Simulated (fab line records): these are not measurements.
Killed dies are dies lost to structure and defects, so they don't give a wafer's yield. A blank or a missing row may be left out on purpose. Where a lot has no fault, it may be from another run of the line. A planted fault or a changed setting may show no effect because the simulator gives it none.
The tool behind it: which one? -- flow gf180mcu -- at 1 step of a route of 602, 7 lots with 21 wafers sampled

== WHAT THE GAUGES SHOWED, per wafer ==
GF_STI_THK_MEAS_30.
lot,measured,on,STI_OXIDATION_02_THK (nm)
L756,day 2 11:55,film_metro-02,9.77 9.72 9.85
L766,day 4 15:16,film_metro-04,10.14 10.03 9.92
L768,day 5 02:19,film_metro-02,9.90 9.87 10.09
L770,day 5 11:55,film_metro-04,10.01 10.26 10.30
L773,day 6 03:32,film_metro-02,9.95 9.74 9.90
L776,day 6 17:55,film_metro-04,9.75 9.75 9.82
L778,day 7 04:38,film_metro-01,10.14 10.03 10.02

== WHICH TOOL RAN EACH LOT (tool, then ch and the chambers of the sampled wafers, then the start) ==
The record shows no process step preceding these readings.

== THE ANSWER, worked out from the rows above alone ==
Rule: what is usual is taken from the lots themselves. Put in order of their means at a reading, lots are off if they are a third of the lots or fewer, leave a main group of 4 or more, and stand apart from it by a gap of 3 or more times the standard deviation of the main group's means; of several such gaps the widest counts. A main group whose means are all the same, to the digits that the tables above print for the reading, isn't used. Also off: a lot with no number at a reading for which 4 or more lots have one. All remaining lots with rows at the step are treated as sound.
None of the lots is off at any reading shown; this tells nothing.

== WHAT THE SIMULATOR HAD INSERTED ==
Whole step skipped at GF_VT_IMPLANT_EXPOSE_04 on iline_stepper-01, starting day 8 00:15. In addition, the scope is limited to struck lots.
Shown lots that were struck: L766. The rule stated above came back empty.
